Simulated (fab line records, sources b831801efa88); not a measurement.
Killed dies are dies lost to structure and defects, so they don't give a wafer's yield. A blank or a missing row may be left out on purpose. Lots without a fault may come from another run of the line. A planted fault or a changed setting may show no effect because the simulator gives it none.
Problem report in the 8D (eight disciplines) form, filled by code | flow sky130 | the parts of the form that need people (team, actions taken, sign-off) are left out

1. THE PROBLEM
POLY_GATE_CVD_03_THK at SKY_POLY_GATE_THK_MEAS_04 reads a mean of 46.1 nm on 6 wafers of 2 lots; wafers without a fault read 74.8 nm with a standard deviation of 0.71. That is -40 standard deviations from the usual mean.
First seen on wafer L287.2, day 21 08:40, on film_metro-01. The record holds 30 wafers of 10 lots with a number at this step. Rule for "out", or "out of limits": more than 4 standard deviations from the usual mean. The other wafers with a number count as sound.

2. WHAT IT IS AND WHAT IT IS NOT
question                    | is                           | is not
which readings at this step | POLY_GATE_CVD_03_THK         | -
which lots                  | L287, L289                   | L275, L276, L277, L278, L279, L280, L284, L296
which wafers of those lots  | all that have a number       | -
read on which gauges        | film_metro-01, film_metro-03 | film_metro-02
when                        | from day 21 08:40            | up to then (21 sound wafers); but 3 sound wafers of L296 came after

3. SUSPECTS, AND WHAT RULES EACH OUT
Counting: a tool at a process step up to the reading stays a suspect if it ran every lot that is out and no sound lot after the first of them.
- the gauge at SKY_POLY_GATE_THK_MEAS_04: ruled out. The wafers that are out were read on 2 gauges (film_metro-01, film_metro-03).
- lpcvd-02 at SKY_POLY_GATE_CVD_03 (deposits Si3N4 from DCS/NH3, target thk 75 nm, time 1290 s): ruled out as a lasting fault. Sound lots L296 ran on it after its first lot that is out, L287 (day 21 07:18).
Left after counting: nothing in the record.

4. THE CAUSE (what the simulator had put in)
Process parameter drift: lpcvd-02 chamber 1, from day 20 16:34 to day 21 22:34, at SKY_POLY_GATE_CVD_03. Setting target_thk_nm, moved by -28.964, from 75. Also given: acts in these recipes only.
Counting ruled it out, wrongly: the rule takes a fault to strike every lot that its tool runs from its start on, and this one did not.

5. THE CHAIN OF EFFECTS, in route order
Each row: a reading whose mean over the struck wafers that have a number lies more than 3 standard deviations from the usual. Only readings for which the record gives a usual standard deviation are gone through. hours: the time from each lot's start at the first step in this table that gives one to its start at this step, as a median over the lots. sigmas: the change in usual standard deviations.
hours | step                      | reading              | usual      | on struck wafers | change | sigmas
0     | SKY_POLY_GATE_THK_MEAS_04 | POLY_GATE_CVD_03_THK | 74.8 nm    | 46.1             | -28.7  | -40
29    | SKY_POLY_GATE_ETCH_16     | oes_product_au       | 0.639 a.u. | 0.543            | -0.096 | -19
211   | SKY_POLY_CUT_ETCH_11      | oes_product_au       | 0.828 a.u. | 0.656            | -0.172 | -27
The process steps in it:
- SKY_POLY_GATE_ETCH_16: etches Si3N4 in CH3F/O2, stops on poly-Si, time 147.5 s, target depth 75 nm.
- SKY_POLY_CUT_ETCH_11: etches Si3N4 in CF4/CH2F2/Ar, stops on poly-Si, time 42.5 s, target depth 60 nm.
Later measuring or inspecting steps at which every struck wafer that the step has a row for has a number for every such reading, and none has moved that far: SKY_SD_N_CD_MEAS_07, SKY_CONTACT_THK_MEAS_03.

6. WHAT WOULD HAVE CAUGHT IT SOONER
In this record the first reading out of limits at a measuring or inspecting step was taken at day 21 08:40, 16 hours after the fault began at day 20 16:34.
Of the tool readings at SKY_POLY_GATE_CVD_03 for which the record gives a usual standard deviation, none was out on any struck wafer, so an alarm limit of 4 standard deviations on them would not have fired.
